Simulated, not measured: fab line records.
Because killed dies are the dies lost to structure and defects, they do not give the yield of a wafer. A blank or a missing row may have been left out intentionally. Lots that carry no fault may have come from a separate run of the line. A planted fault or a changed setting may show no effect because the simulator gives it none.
fab line records	flow sky130
record: lots: 12	wafers: 35	last-day: 50
route steps=708 shown VT_ADJUST_NCORE@130 VT_ADJUST_PCH@150 LDD_P@265 VIA1@466 PAD_OPEN@708
lots that met no fault: taken from a fault-free run of the same line
start-h: hours from the record's opening day to when the first of the lot's shown wafers began	wait-h: time in hours since the lot's previous step	" as in the row above	L1.1+2: a row that stands for several wafers	- value missing, or start not given	* or withheld: withheld	< > ~ a bound
route shown NAME@n: NAME is a module with steps in the file, n the number in the route of the first one	usual: average and standard deviation across the fault-free wafers	same: alike in all rows	chamber/n: place in a boat	sites: readings site by site	_std_site: standard deviation across them	_edge_site: mean of outer sites minus mean of inner sites	radius-mm: how far each site lies from the wafer's centre	mask NAME#n: copy n	behind: tool/chamber where the wafer was last shaped	hold: why the lot was held/for how many hours/how that ended	device: names the non-switching transistor (n, p or np)	end of line: tests of these same wafers at the route's end	a step without rows: its recipe alone	killed: count of dies lost to structure and defects at first sort (not the wafer's yield)	map: dies across one wafer; x = killed, . = not, _ = none there
set.NAME: the setting that was run; set.NAME@STEP: the one run at that earlier step	model.NAME: the simulator's own value behind a step, which no gauge read
the route's steps for a sample of lots (tables are steps, rows are wafers)
services: the hour from which a tool's chamber was out of use, counted from the record's first day as start-h (under 0 if before that day), plus the number of hours and why
== steps ==
step: SKY_VT_ADJUST_NCORE_TW_MEAS_11
usual: VT_ADJUST_NCORE_TW: 221.2/1.2
lot.wafer	tool	chamber	start-h	wait-h	VT_ADJUST_NCORE_TW
L985.1	film-metro-01	-	183.95	0.1	220.9
L985.4	"	-	"	"	220.2
L985.6	"	-	"	"	220.4
L986.4	film-metro-04	-	189.75	0.1	219.8
L986.5	"	-	"	"	219.2
L986.6	"	-	"	"	219.4
L987.1	film-metro-04	-	194.95	0.1	219.4
L987.3	"	-	"	"	218.9
L987.6	"	-	"	"	219.1
L989.2	film-metro-03	-	209.31	0.1	224.2
L989.3	"	-	"	"	222.1
L989.4	"	-	"	"	221.6
L993.1	film-metro-01	-	235.42	0.1	220.6
L993.4	"	-	"	"	218.8
L999.1	film-metro-01	-	282.20	0.1	221.6
L999.2	"	-	"	"	220.9
L999.6	"	-	"	"	220.6
L100.1	film-metro-04	-	293.42	0.1	221.0
L100.3	"	-	"	"	222.1
L100.5	"	-	"	"	221.4
L102.1	film-metro-01	-	306.55	0.1	219.7
L102.5	"	-	"	"	219.6
L102.6	"	-	"	"	220.0
L104.2	film-metro-03	-	319.57	0.1	222.4
L104.3	"	-	"	"	222.2
L104.5	"	-	"	"	223.0
L106.1	film-metro-01	-	328.45	0.1	220.6
L106.2	"	-	"	"	220.9
L106.6	"	-	"	"	221.4
L107.1	film-metro-01	-	338.00	0.1	221.3
L107.2	"	-	"	"	223.0
L107.4	"	-	"	"	222.7
L108.1	film-metro-01	-	345.66	0.1	221.9
L108.4	"	-	"	"	222.1
L108.5	"	-	"	"	221.6
step: SKY_VT_ADJUST_PCH_OVL_MEAS_07
usual: VT_ADJUST_PCH_OVL: -0.7/1.3
lot.wafer	tool	chamber	start-h	wait-h	VT_ADJUST_PCH_OVL[nm]
L985.1	overlay-02	-	227.64	-	-2.7
L985.4	"	-	"	"	-3.5
L985.6	"	-	"	"	-2.8
L986.4	overlay-02	-	234.22	-	-2.6
L986.5	"	-	"	"	-1.2
L986.6	"	-	"	"	-1.6
L987.1	overlay-02	-	240.04	-	-1.1
L987.3	"	-	"	"	-0.4
L987.6	"	-	"	"	-0.7
L989.2	overlay-02	-	255.30	-	-1.3
L989.3	"	-	"	"	-1.2
L989.4	"	-	"	"	-2.2
L993.1	overlay-02	-	284.24	-	0.5
L993.4	"	-	"	"	3.0
L999.1	overlay-02	-	333.86	-	-3.2
L999.2	"	-	"	"	-1.2
L999.6	"	-	"	"	-1.2
L100.1	overlay-01	-	345.64	-	-1.1
L100.3	"	-	"	"	0.4
L100.5	"	-	"	"	-1.0
L102.1	overlay-02	-	361.14	-	0.0
L102.5	"	-	"	"	0.0
L102.6	"	-	"	"	-1.4
L104.2	overlay-02	-	374.50	-	-1.2
L104.3	"	-	"	"	-0.4
L104.5	"	-	"	"	0.8
L106.1	overlay-01	-	383.89	-	-1.4
L106.2	"	-	"	"	-0.5
L106.6	"	-	"	"	-0.9
L107.1	overlay-01	-	394.99	-	-1.2
L107.2	"	-	"	"	-0.5
L107.4	"	-	"	"	0.3
L108.1	overlay-01	-	402.41	-	0.6
L108.4	"	-	"	"	-0.6
L108.5	"	-	"	"	0.4
step: SKY_LDD_P_STRIP_10
recipe: chemistry: O2/N2	power-w: 1400	pressure-mtorr: 1500	platen-temp-c: withheld	o2-flow-sccm: 3000	n2-flow-sccm: 300	overash-fraction: 0.5
usual: drypump-motor-current-A: 6.17/0.29	oes-product-au: 0.715/0.0048	strip-time-to-endpoint-s: 14.17/0.036
lot.wafer	tool	chamber	start-h	wait-h	drypump-motor-current-A	oes-product-au	rf-hours-counter-h	strip-time-to-endpoint-s
L985.1	plasma-asher-04	1	433.81	0.1	6.23	0.713	31	14.21
L985.4	"	1	"	"	6.23	0.712	-	14.22
L985.6	"	1	"	"	6.22	0.713	-	14.21
L986.4	plasma-asher-02	0	438.50	0.1	5.77	0.722	-	14.18
L986.5	"	0	"	"	5.76	0.715	-	14.16
L986.6	"	1	"	"	6.50	0.721	-	14.21
L987.1	plasma-asher-02	0	447.62	0.1	5.78	0.720	74	14.24
L987.3	"	1	"	"	6.54	0.719	-	14.29
L987.6	"	1	"	"	6.55	0.719	-	14.25
L989.2	plasma-asher-01	0	468.51	0.1	5.85	0.716	67	14.20
L989.3	"	1	"	"	6.37	0.714	-	14.13
L989.4	"	0	"	"	5.84	0.707	-	14.13
L993.1	plasma-asher-01	0	504.71	0.1	5.83	0.705	70	14.12
L993.4	"	1	"	"	6.36	0.721	-	14.16
L999.1	plasma-asher-02	0	565.25	0.1	5.75	0.716	85	14.24
L999.2	"	1	"	"	6.51	0.718	85	14.23
L999.6	"	0	"	"	5.76	0.717	-	14.18
L100.1	plasma-asher-04	1	572.05	0.1	6.23	0.715	44	14.15
L100.3	"	1	"	"	6.22	0.712	-	14.13
L100.5	"	1	"	"	6.23	0.718	-	14.17
L102.1	plasma-asher-01	1	587.31	0.1	6.38	0.710	78	14.15
L102.5	"	0	"	"	5.83	0.703	-	14.15
L102.6	"	1	"	"	6.39	0.711	-	14.17
L104.2	plasma-asher-02	1	607.01	0.1	6.55	0.720	89	14.19
L104.3	"	0	"	"	5.76	0.714	-	14.17
L104.5	"	0	"	"	5.76	0.717	-	14.18
L106.1	plasma-asher-01	1	607.05	0.1	6.37	0.714	80	14.17
L106.2	"	0	"	"	5.83	0.717	80	14.16
L106.6	"	1	"	"	6.38	0.719	-	14.12
L107.1	plasma-asher-01	0	620.91	0.1	5.84	0.715	82	14.11
L107.2	"	1	"	"	6.41	0.711	82	14.15
L107.4	"	0	"	"	5.84	0.720	-	14.14
L108.1	plasma-asher-04	1	628.26	0.1	6.27	0.719	50	14.19
L108.4	"	0	"	"	6.35	0.710	-	14.16
L108.5	"	1	"	"	6.26	0.723	-	14.17
step: SKY_VIA1_SOFTBAKE_08
recipe: temp-c: 100	time-s: 90	resist: KrF-thick
usual: exhaust-pa: 45.0/0.9	heater-power-total-W: 57.37/0.12	resist-line-temp-C: 23.00/0.096	run-length-s: 119.12/0.18
lot.wafer	tool	chamber	start-h	wait-h	exhaust-pa	heater-power-total-W	resist-line-temp-C	run-length-s
L985.1	litho-track-04	0	776	-	45.1	57.30	22.91	119.35
L985.4	"	0	"	"	45.9	57.49	23.05	119.17
L985.6	"	0	"	"	44.8	57.33	23.01	119.32
L986.4	litho-track-04	0	779	-	45.2	57.41	22.98	119.27
L986.5	"	0	"	"	45.9	57.39	22.87	119.27
L986.6	"	0	"	"	46.5	57.57	23.05	119.24
L987.1	litho-track-02	0	787	-	45.6	57.21	23.09	119.25
L987.3	"	0	"	"	45.5	57.39	23.07	118.98
L987.6	"	0	"	"	46.8	57.32	23.05	119.03
L989.2	litho-track-04	0	807	-	43.6	57.52	22.70	119.29
L989.3	"	0	"	"	44.9	57.47	22.93	119.32
L989.4	"	0	"	"	46.1	59.90	22.78	108.40
L993.1	litho-track-04	0	839	-	45.1	57.42	22.97	119.21
L993.4	"	0	"	"	44.7	59.84	22.91	108.47
L999.1	litho-track-04	0	891	-	44.4	57.25	23.01	119.18
L999.2	"	0	"	"	44.5	57.46	22.95	119.18
L999.6	"	0	"	"	44.6	57.47	22.79	119.26
L100.1	litho-track-01	0	895	-	44.7	57.31	23.01	118.89
L100.3	"	0	"	"	46.6	57.17	23.02	119.00
L100.5	"	0	896	-	44.3	57.25	23.03	119.04
L102.1	litho-track-01	0	912	-	44.3	57.28	23.02	118.98
L102.5	"	0	"	"	43.1	57.54	23.14	119.22
L102.6	"	0	"	"	44.2	57.21	23.07	119.12
L104.2	litho-track-02	0	925	-	43.7	57.36	23.08	118.98
L104.3	"	0	"	"	45.0	57.37	23.04	119.22
L104.5	"	0	"	"	46.9	57.25	23.10	118.96
L106.1	litho-track-02	0	927	-	43.6	57.35	22.99	119.10
L106.2	"	0	"	"	44.6	57.17	23.14	119.11
L106.6	"	0	"	"	44.1	57.52	23.04	119.07
L107.1	litho-track-04	0	938	-	46.0	57.34	23.10	119.60
L107.2	"	0	"	"	46.3	57.36	23.00	119.23
L107.4	"	0	"	"	45.4	57.21	22.94	119.40
L108.1	litho-track-02	0	941	-	46.9	57.22	23.19	118.91
L108.4	"	0	"	"	44.4	57.49	22.92	118.92
L108.5	"	0	"	"	45.2	57.40	22.84	118.90
step: SKY_PAD_OPEN_PROBE_99
usual: defect-limited-yield: 82.7/1.8	killed_at_M0_to_M3: 44/6.8	killed_at_M4_up: 3.2/1.7	killed-at-contacts: 24/4.9	killed-at-front-end: 14/4.1	killed-at-other: 0.2/0.51	killed-dies: 85/8.7	killed-open: 46/6.8	killed-short: 39/6.1	sort_bin_3_pad_short: 0.9/0.43	sort_bin_5_function: 10.1/1.4	sort_bin_6_memory: 6.3/1.1	sort-n-pass: 407/8.7	sort-yield-pct: 82.7/1.8
same: gross-dies: 492	killed-at-back-side: 0	sort_bin_4_leakage[%]: 0	sort_bin_8_speed[%]: 0
lot.wafer	tool	chamber	start-h	wait-h	defect-limited-yield[%]	killed_at_M0_to_M3	killed_at_M4_up	killed-at-contacts	killed-at-front-end	killed-at-other	killed-dies	killed-open	killed-short	sort_bin_3_pad_short[%]	sort_bin_5_function[%]	sort_bin_6_memory[%]	sort-n-pass	sort-yield-pct[%]
L985.1	prober-02	-	1075.81	0.1	83.7	41	3	24	12	0	80	45	35	0.6	11.2	4.5	412	83.7
L985.4	prober-02	-	1075.96	0.2	82.1	47	4	30	7	0	88	48	40	1.0	10.8	6.1	404	82.1
L985.6	prober-02	-	1076.06	0.2	83.5	41	3	26	11	0	81	46	35	0.8	11.0	4.7	411	83.5
L986.4	prober-01	-	1076.42	0.2	82.7	49	4	19	12	1	85	51	34	1.0	10.0	6.3	407	82.7
L986.5	prober-01	-	1076.47	0.2	82.1	42	1	26	19	0	88	49	39	0.8	11.2	5.9	404	82.1
L986.6	prober-01	-	1076.52	0.2	80.9	50	4	25	14	1	94	59	35	0.2	11.6	7.3	398	80.9
L987.1	prober-02	-	1081.83	0.1	84.6	39	2	23	12	0	76	42	34	1.2	9.1	5.1	416	84.6
L987.3	prober-02	-	1081.93	0.2	83.9	31	5	33	10	0	79	42	37	0.8	7.7	7.5	413	83.9
L987.6	prober-02	-	1082.08	0.2	81.9	47	2	23	17	0	89	45	44	1.2	10.4	6.5	403	81.9
L989.2	prober-02	-	1098.64	0.1	84.1	34	4	28	12	0	78	42	36	1.0	8.1	6.7	414	84.1
L989.3	prober-02	-	1098.69	0.2	82.9	40	2	24	18	0	84	39	45	0.4	9.1	7.5	408	82.9
L989.4	prober-02	-	1098.74	0.2	78.3	54	5	27	20	1	107	64	43	0.6	12.6	8.5	385	78.3
L993.1	prober-02	-	1129.93	0.1	82.3	48	5	24	10	0	87	57	30	0.6	8.9	8.1	405	82.3
L993.4	prober-02	-	1130.08	0.2	83.7	46	4	15	15	0	80	47	33	0.6	9.3	6.3	412	83.7
L999.1	prober-02	-	1168.22	0.1	78.9	49	5	27	23	0	104	53	51	1.8	12.4	6.9	388	78.9
L999.2	prober-02	-	1168.27	0.1	80.7	48	4	30	13	0	95	46	49	1.2	10.8	7.3	397	80.7
L999.6	prober-02	-	1168.47	0.2	80.3	48	4	27	18	0	97	51	46	0.2	12.0	7.5	395	80.3
L100.1	prober-01	-	1169.72	0.1	80.9	43	4	25	22	0	94	52	42	1.0	12.2	5.9	398	80.9
L100.3	prober-01	-	1169.82	0.2	81.1	50	1	25	17	0	93	56	37	1.2	10.6	7.1	399	81.1
L100.5	prober-01	-	1169.92	0.2	82.7	39	4	28	14	0	85	38	47	1.0	9.8	6.5	407	82.7
L102.1	prober-01	-	1173.27	0.1	78.5	55	6	25	19	1	106	55	51	0.8	12.0	8.7	386	78.5
L102.5	prober-01	-	1173.47	0.2	83.5	56	5	13	5	2	81	35	46	1.2	8.1	7.1	411	83.5
L102.6	prober-01	-	1173.52	0.2	80.1	45	6	31	16	0	98	54	44	1.0	12.6	6.3	394	80.1
L104.2	prober-02	-	1184.46	0.1	83.3	46	0	25	11	0	82	30	52	1.4	11.2	4.1	410	83.3
L104.3	prober-02	-	1184.51	0.2	83.7	43	0	22	15	0	80	48	32	0.8	10.6	4.9	412	83.7
L104.5	prober-02	-	1184.61	0.2	82.5	50	2	21	12	1	86	46	40	1.4	9.8	6.3	406	82.5
L106.1	prober-01	-	1185.36	0.1	82.7	46	3	21	15	0	85	53	32	0.6	11.6	5.1	407	82.7
L106.2	prober-01	-	1185.41	0.1	81.1	47	2	26	18	0	93	56	37	0.4	10.6	7.9	399	81.1
L106.6	prober-01	-	1185.61	0.2	81.5	50	4	25	11	1	91	48	43	1.0	11.2	6.3	401	81.5
L107.1	prober-02	-	1194.18	0.1	83.9	43	3	24	9	0	79	47	32	0.4	10.0	5.7	413	83.9
L107.2	prober-02	-	1194.23	0.1	80.7	51	5	25	14	0	95	51	44	1.4	11.6	6.3	397	80.7
L107.4	prober-02	-	1194.33	0.2	82.9	43	2	26	13	0	84	46	38	0.4	10.0	6.7	408	82.9
L108.1	prober-01	-	1196.46	0.1	82.9	48	0	24	12	0	84	45	39	1.0	12.0	4.1	408	82.9
L108.4	prober-01	-	1196.61	0.2	84.6	38	2	18	18	0	76	34	42	0.8	8.5	6.1	416	84.6
L108.5	prober-01	-	1196.66	0.2	82.5	41	0	27	18	0	86	41	45	0.8	11.6	5.1	406	82.5
killed by level:class
L985.1 CONTACT:geometric-particle:open=11 VIA1:geometric-particle:open=10 VIA1:geometric-particle:short=7 VIA3:geometric-particle:open=6 POLY_GATE:geometric-particle:open=5 LOCAL_INTERCONNECT:geometric-particle:short=4 CONTACT:geometric-particle:short=4 METAL2:geometric-particle:short=4
L985.4 VIA1:geometric-particle:open=10 VIA2:geometric-particle:open=9 LI_CONTACT:geometric-particle:open=8 CONTACT:geometric-particle:open=7 METAL2:geometric-particle:short=6 LI_CONTACT:geometric-particle:short=5 CONTACT:geometric-particle:short=5 VIA3:geometric-particle:short=5
L985.6 CONTACT:geometric-particle:open=13 VIA1:geometric-particle:open=12 VIA3:geometric-particle:open=8 VIA2:geometric-particle:short=7 POLY_GATE:geometric-particle:open=6 LOCAL_INTERCONNECT:geometric-particle:short=6 LI_CONTACT:geometric-particle:open=5 VIA1:geometric-particle:short=4
L986.4 VIA1:geometric-particle:open=10 CONTACT:geometric-particle:open=9 VIA2:geometric-particle:open=7 METAL1:geometric-particle:short=6 VIA3:geometric-particle:open=6 CONTACT:geometric-particle:short=5 VIA1:geometric-particle:short=4 VIA3:geometric-particle:short=4
L986.5 CONTACT:geometric-particle:open=12 FIELD_ISO:geometric-particle:open=7 VIA3:geometric-particle:open=7 VIA1:geometric-particle:short=6 VIA2:geometric-particle:open=6 FIELD_ISO:geometric-particle:short=5 LI_CONTACT:geometric-particle:open=5 CONTACT:geometric-particle:short=5
L986.6 VIA1:geometric-particle:open=14 CONTACT:geometric-particle:open=10 VIA3:geometric-particle:open=7 VIA2:geometric-particle:open=7 VIA2:geometric-particle:short=6 FIELD_ISO:geometric-particle:open=5 LI_CONTACT:geometric-particle:open=5 CONTACT:geometric-particle:short=5
L987.1 VIA2:geometric-particle:open=9 CONTACT:geometric-particle:open=7 VIA1:geometric-particle:open=7 LOCAL_INTERCONNECT:geometric-particle:short=6 VIA2:geometric-particle:short=6 VIA3:geometric-particle:open=5 LI_CONTACT:geometric-particle:open=5 FIELD_ISO:geometric-particle:short=4
L987.3 CONTACT:geometric-particle:open=14 VIA1:geometric-particle:open=10 CONTACT:geometric-particle:short=7 LOCAL_INTERCONNECT:geometric-particle:short=5 METAL2:geometric-particle:short=5 FIELD_ISO:geometric-particle:open=4 LI_CONTACT:geometric-particle:open=4 METAL1:geometric-particle:short=3
L987.6 VIA2:geometric-particle:open=10 METAL3:geometric-particle:short=7 VIA1:geometric-particle:open=6 CONTACT:geometric-particle:open=6 METAL1:geometric-particle:short=6 VIA3:geometric-particle:open=6 CONTACT:geometric-particle:short=5 FIELD_ISO:geometric-particle:open=4
L989.2 LI_CONTACT:geometric-particle:open=12 VIA1:geometric-particle:open=6 LOCAL_INTERCONNECT:geometric-particle:short=5 CONTACT:geometric-particle:open=5 VIA2:geometric-particle:short=5 VIA2:geometric-particle:open=5 FIELD_ISO:geometric-particle:short=4 VIA1:geometric-particle:short=4
L989.3 CONTACT:geometric-particle:open=9 FIELD_ISO:geometric-particle:open=5 LI_CONTACT:geometric-particle:open=5 CONTACT:geometric-particle:short=5 METAL1:geometric-particle:short=5 VIA1:geometric-particle:short=5 VIA1:geometric-particle:open=5 METAL2:geometric-particle:short=5
L989.4 VIA3:geometric-particle:open=11 CONTACT:geometric-particle:open=11 VIA1:geometric-particle:open=10 VIA2:geometric-particle:open=9 VIA1:geometric-particle:short=8 FIELD_ISO:geometric-particle:open=7 LI_CONTACT:geometric-particle:open=7 METAL2:geometric-particle:short=7
L993.1 CONTACT:geometric-particle:open=14 VIA1:geometric-particle:open=11 VIA2:geometric-particle:open=10 VIA1:geometric-particle:short=7 VIA3:geometric-particle:open=5 FIELD_ISO:geometric-particle:short=4 LI_CONTACT:geometric-particle:open=4 METAL2:geometric-particle:short=4
L993.4 VIA1:geometric-particle:open=16 POLY_GATE:geometric-particle:short=6 CONTACT:geometric-particle:open=6 VIA2:geometric-particle:open=6 VIA3:geometric-particle:open=5 VIA1:geometric-particle:short=5 FIELD_ISO:geometric-particle:open=4 VIA2:geometric-particle:short=4
L999.1 CONTACT:geometric-particle:open=12 VIA1:geometric-particle:open=10 FIELD_ISO:geometric-particle:short=9 VIA3:geometric-particle:open=7 FIELD_ISO:geometric-particle:open=6 METAL2:geometric-particle:short=6 VIA1:geometric-particle:short=6 METAL3:geometric-particle:short=6
L999.2 METAL1:geometric-particle:short=11 LI_CONTACT:geometric-particle:open=9 CONTACT:geometric-particle:open=9 VIA1:geometric-particle:open=9 METAL2:geometric-particle:short=9 CONTACT:geometric-particle:short=6 FIELD_ISO:geometric-particle:open=4 VIA2:geometric-particle:open=4
L999.6 CONTACT:geometric-particle:open=11 METAL2:geometric-particle:short=8 VIA1:geometric-particle:open=7 VIA3:geometric-particle:open=7 FIELD_ISO:geometric-particle:open=6 LI_CONTACT:geometric-particle:open=6 CONTACT:geometric-particle:short=5 METAL1:geometric-particle:short=5
L100.1 VIA1:geometric-particle:open=12 CONTACT:geometric-particle:open=10 METAL2:geometric-particle:short=7 POLY_GATE:geometric-particle:short=6 LOCAL_INTERCONNECT:geometric-particle:short=6 VIA2:geometric-particle:open=6 FIELD_ISO:geometric-particle:open=5 POLY_GATE:geometric-particle:open=5
L100.3 CONTACT:geometric-particle:open=10 VIA1:geometric-particle:open=10 VIA2:geometric-particle:open=9 LI_CONTACT:geometric-particle:open=8 VIA3:geometric-particle:open=6 VIA3:geometric-particle:short=6 FIELD_ISO:geometric-particle:open=5 VIA1:geometric-particle:short=5
L100.5 CONTACT:geometric-particle:short=9 VIA3:geometric-particle:open=8 VIA1:geometric-particle:open=8 CONTACT:geometric-particle:open=7 VIA2:geometric-particle:open=6 POLY_GATE:geometric-particle:short=5 LOCAL_INTERCONNECT:geometric-particle:short=5 METAL1:geometric-particle:short=5
L102.1 VIA1:geometric-particle:open=12 VIA2:geometric-particle:open=11 CONTACT:geometric-particle:open=11 FIELD_ISO:geometric-particle:short=8 VIA1:geometric-particle:short=8 CONTACT:geometric-particle:short=5 VIA2:geometric-particle:short=5 VIA3:geometric-particle:short=5
L102.5 METAL2:geometric-particle:short=11 VIA1:geometric-particle:open=10 VIA2:geometric-particle:open=9 METAL1:geometric-particle:short=8 VIA3:geometric-particle:open=6 VIA1:geometric-particle:short=5 FIELD_ISO:geometric-particle:short=4 LOCAL_INTERCONNECT:geometric-particle:short=4
L102.6 VIA1:geometric-particle:open=13 LI_CONTACT:geometric-particle:open=11 LOCAL_INTERCONNECT:geometric-particle:short=6 METAL4:geometric-particle:short=6 VIA3:geometric-particle:open=6 METAL1:geometric-particle:short=5 CONTACT:geometric-particle:open=5 FIELD_ISO:geometric-particle:open=4
L104.2 CONTACT:geometric-particle:short=9 METAL2:geometric-particle:short=7 VIA1:geometric-particle:short=7 METAL3:geometric-particle:short=7 CONTACT:geometric-particle:open=6 METAL1:geometric-particle:short=6 LI_CONTACT:geometric-particle:open=5 VIA3:geometric-particle:open=5
L104.3 CONTACT:geometric-particle:open=10 VIA2:geometric-particle:open=9 LI_CONTACT:geometric-particle:open=7 VIA1:geometric-particle:open=7 VIA3:geometric-particle:open=6 METAL1:geometric-particle:short=5 FIELD_ISO:geometric-particle:short=4 METAL2:geometric-particle:short=4
L104.5 VIA1:geometric-particle:open=15 CONTACT:geometric-particle:open=8 LI_CONTACT:geometric-particle:open=7 METAL1:geometric-particle:short=6 VIA1:geometric-particle:short=6 METAL2:geometric-particle:short=6 FIELD_ISO:geometric-particle:open=4 POLY_GATE:geometric-particle:short=4
L106.1 VIA1:geometric-particle:open=10 VIA2:geometric-particle:open=10 LI_CONTACT:geometric-particle:open=7 CONTACT:geometric-particle:open=7 VIA3:geometric-particle:open=6 POLY_GATE:geometric-particle:open=5 FIELD_ISO:geometric-particle:short=4 METAL2:geometric-particle:short=4
L106.2 VIA1:geometric-particle:open=12 VIA2:geometric-particle:open=9 LI_CONTACT:geometric-particle:open=8 CONTACT:geometric-particle:open=8 METAL1:geometric-particle:short=8 POLY_GATE:geometric-particle:open=7 METAL2:geometric-particle:short=7 VIA3:geometric-particle:open=6
L106.6 VIA1:geometric-particle:open=11 CONTACT:geometric-particle:open=10 METAL1:geometric-particle:short=8 LI_CONTACT:geometric-particle:open=7 VIA3:geometric-particle:open=7 VIA2:geometric-particle:open=5 POLY_GATE:geometric-particle:open=4 VIA3:geometric-particle:short=4
L107.1 VIA1:geometric-particle:open=11 VIA2:geometric-particle:open=9 CONTACT:geometric-particle:open=9 LI_CONTACT:geometric-particle:open=6 FIELD_ISO:geometric-particle:short=4 CONTACT:geometric-particle:short=4 METAL1:geometric-particle:short=4 VIA3:geometric-particle:short=4
L107.2 LI_CONTACT:geometric-particle:open=9 CONTACT:geometric-particle:open=8 VIA3:geometric-particle:open=8 VIA2:geometric-particle:open=8 VIA1:geometric-particle:open=7 METAL1:geometric-particle:short=6 VIA1:geometric-particle:short=6 METAL3:geometric-particle:short=5
L107.4 VIA2:geometric-particle:open=11 CONTACT:geometric-particle:open=8 VIA1:geometric-particle:open=7 FIELD_ISO:geometric-particle:short=6 METAL2:geometric-particle:short=6 METAL1:geometric-particle:short=6 FIELD_ISO:geometric-particle:open=5 LI_CONTACT:geometric-particle:open=5
L108.1 VIA1:geometric-particle:open=9 CONTACT:geometric-particle:open=8 VIA3:geometric-particle:short=7 LI_CONTACT:geometric-particle:open=7 METAL1:geometric-particle:short=7 LOCAL_INTERCONNECT:geometric-particle:short=6 VIA2:geometric-particle:short=5 VIA2:geometric-particle:open=5
L108.4 METAL1:geometric-particle:short=8 VIA3:geometric-particle:open=7 CONTACT:geometric-particle:short=6 METAL2:geometric-particle:short=6 FIELD_ISO:geometric-particle:short=5 POLY_GATE:geometric-particle:open=5 CONTACT:geometric-particle:open=5 VIA1:geometric-particle:open=5
L108.5 LI_CONTACT:geometric-particle:open=8 VIA1:geometric-particle:open=8 CONTACT:geometric-particle:open=7 METAL1:geometric-particle:short=7 FIELD_ISO:geometric-particle:short=6 POLY_GATE:geometric-particle:short=6 VIA3:geometric-particle:open=5 POLY_GATE:geometric-particle:open=5
== services ==
tool	chamber	start-h	hours	kind
plasma-asher-02	-	427.84	1.3	repair
plasma-asher-04	-	477.69	2.8	pm
plasma-asher-01	-	511.22	2.0	repair
plasma-asher-02	-	530.22	2.8	pm
plasma-asher-02	-	535.48	1.8	repair
plasma-asher-04	-	542.33	2.1	repair
plasma-asher-04	-	588.81	0.4	repair
plasma-asher-02	-	655.04	9.5	repair
plasma-asher-02	-	733.75	9.0	pm
plasma-asher-02	0	733.75	9.0	vent-cycle
plasma-asher-02	1	733.75	9.0	vent-cycle
plasma-asher-02	0	742.75	-	clean
plasma-asher-02	1	742.75	-	clean
plasma-asher-02	-	821.65	11.7	repair
plasma-asher-02	-	833.31	14.6	pm
plasma-asher-04	-	888.74	0.7	repair
plasma-asher-01	-	909.84	1.5	repair
plasma-asher-04	-	921.03	0.7	repair
plasma-asher-02	-	929.22	0.9	repair
== key ==
first-sign: step: SKY_VIA1_SOFTBAKE_08	reading: run-length-s	direction: down	sigmas: 60	usual: *	struck: *
effect: step: SKY_VIA1_SOFTBAKE_08	reading: heater-power-total-W	direction: up	sigmas: 21	usual: *	struck: *
met-at SKY_VIA1_SOFTBAKE_08
struck-lots L989,L993
struck-wafers L989.4,L993.4
not-acting-at SKY_VT_ADJUST_NCORE_TW_MEAS_11,SKY_VT_ADJUST_PCH_OVL_MEAS_07,SKY_LDD_P_STRIP_10
onset-between 779 807
fault: kind: process-parameter-drift	tool: litho-track-04	chamber: -	onset-h: 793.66	steps: SKY_VIA1_SOFTBAKE_08	channel: time-s	offset: *	shape: step	end-h: 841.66	scope: struck-wafers-only	acts-in: *	stated: *
